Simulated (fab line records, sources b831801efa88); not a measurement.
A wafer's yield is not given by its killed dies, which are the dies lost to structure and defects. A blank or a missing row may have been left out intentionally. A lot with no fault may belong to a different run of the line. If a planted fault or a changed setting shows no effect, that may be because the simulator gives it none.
A struck lot beside a sound one || flow gf180mcu || 27 steps out of a route of 602
Sound: wafers L702.1, L702.4, L702.5. Struck: wafers L692.1, L692.3, L692.6. Last of all comes the cause.
Each step with rows lists, per side, the tool, then ch with its chambers, then its first start. Under that, the readings that differ: sound wafers || struck wafers || difference of the means || sigmas: that difference in standard deviations of wafers without a fault.
alike: readings with means less than 2 such deviations apart, plus words and numbers identical on both sides. not compared: withheld readings, readings lacking a value on some wafer, bounds such as >300 that could conceal the same value, and numbers that have no deviation in the record and whose values overlap.
Wherever a step has rows on one side only, a row that says differs or no value, or a row with sigmas, the two part there. Numbers that don't overlap but have no deviation are shown without sigmas and don't part them. Lack of a reading on every wafer of one side parts them only where that side has two or more wafers.

GF_HV_LDD_ETCHBACK_58: etches Si3N4 in CH3F/O2, stops on SiO2, time 100 s, target depth 90 nm.
  sound on rieDiel-03 ch 2,3, day 18 21:29; struck on rieDiel-02 ch 0,2,3, day 15 11:43
  alike: ch3fFlowSccm, drypumpMotorCurrentA, oesProductAu, throttleValvePct
  not compared: rfHoursCounterH
then, 7 steps without rows for these wafers: GF_NSD_DEHYDRATE_00 (time 60 s); GF_NSD_HMDS_01 (prime time 60 s); GF_NSD_COAT_02 (resist thk 1000 nm); GF_NSD_SOFTBAKE_03 (time 60 s); GF_NSD_EXPOSE_04 (exposes mask Nplus, target cd 400 nm); GF_NSD_PEB_05; GF_NSD_DEVELOP_06 (develop time 60 s).
GF_NSD_CD_MEAS_07: target cd 400 nm.
  sound on cdSem-02 at day 19 21:23; struck on cdSem-01 at day 16 09:10
  alike: cdNm
GF_NSD_OVL_MEAS_08:
  sound on overlay-01 at day 19 21:30; struck on overlay-02 at day 16 09:17
  alike: NSD_OVL
then, 2 steps without rows for these wafers: GF_NSD_IMPLANT_09; GF_NSD_IMPLANT_10.
GF_NSD_STRIP_11: strips in O2/N2.
  sound on plasmaAsher-04 ch 0,1, day 19 21:50; struck on plasmaAsher-04 ch 0,1, day 16 09:37
  no value came back on the struck wafers for any of 7 readings (chamberPressureMTorr (mTorr), drypumpMotorCurrentA (A) and others); on the sound wafers chamberPressureMTorr (mTorr) reads 1502 1502 1500
{"reading": "model.NOVOLAK_of_NSD_COAT_02.thkNm (nm)", "sound": "0 0 0", "struck": "1002 1002 1002", "difference": "+1002", "sigmas": ""}
  not compared: rfHoursCounterH
GF_NSD_TW_MEAS_12:
  sound on filmMetro-01 at day 19 21:56; struck on filmMetro-01 at day 16 09:43
  alike: NSD_TW
then, 7 steps without rows for these wafers: GF_PSD_DEHYDRATE_00 (time 60 s); GF_PSD_HMDS_01 (prime time 60 s); GF_PSD_COAT_02 (resist thk 1000 nm); GF_PSD_SOFTBAKE_03 (time 60 s); GF_PSD_EXPOSE_04 (exposes mask Pplus, target cd 400 nm); GF_PSD_PEB_05; GF_PSD_DEVELOP_06 (develop time 60 s).
GF_PSD_CD_MEAS_07: target cd 400 nm.
  sound on cdSem-01 at day 20 21:41; struck on cdSem-02 at day 17 08:13
{"reading": "cdNm (nm)", "sound": "401.8 404.4 403.5", "struck": "396.8 397.8 397.3", "difference": -5.9, "sigmas": -2}
GF_PSD_OVL_MEAS_08:
  sound on overlay-02 at day 20 21:50; struck on overlay-02 at day 17 08:20
  alike: PSD_OVL
next, for these wafers, 1 step has no rows: GF_PSD_IMPLANT_09.
GF_PSD_STRIP_10: strips in O2/N2.
  sound on plasmaAsher-01 ch 0,1, day 20 22:01; struck on plasmaAsher-01 ch 0,1, day 17 08:32
{"reading": "oesProductAu (a.u.)", "sound": "0.598 0.596 0.584", "struck": "0.653 0.656 0.648", "difference": "+0.060", "sigmas": "+13"}
{"reading": "stripTimeToEndpointS (s)", "sound": "16.53 16.55 16.51", "struck": "31.51 31.48 31.51", "difference": "+14.97", "sigmas": "+99 or more"}
  alike: chamberPressureMTorr, drypumpMotorCurrentA, heaterPowerW, n2FlowSccm, platenTempC
  not compared: rfHoursCounterH
GF_PSD_TW_MEAS_11:
  sound on filmMetro-02 at day 20 22:07; struck on filmMetro-03 at day 17 08:54
{"reading": "PSD_TW", "sound": "3152 3164 3144", "struck": "30 30 30", "difference": -3123, "sigmas": -98}
  not compared: hold
GF_PASSIVATION_PROBE_99:
  sound wafers here have rows in the record (prober-02, day 34 02:29); struck ones have none

WHERE THEY PART
At GF_NSD_STRIP_11 first; at GF_PASSIVATION_PROBE_99 last (within this record only).

WHY: what had been put in by the simulator
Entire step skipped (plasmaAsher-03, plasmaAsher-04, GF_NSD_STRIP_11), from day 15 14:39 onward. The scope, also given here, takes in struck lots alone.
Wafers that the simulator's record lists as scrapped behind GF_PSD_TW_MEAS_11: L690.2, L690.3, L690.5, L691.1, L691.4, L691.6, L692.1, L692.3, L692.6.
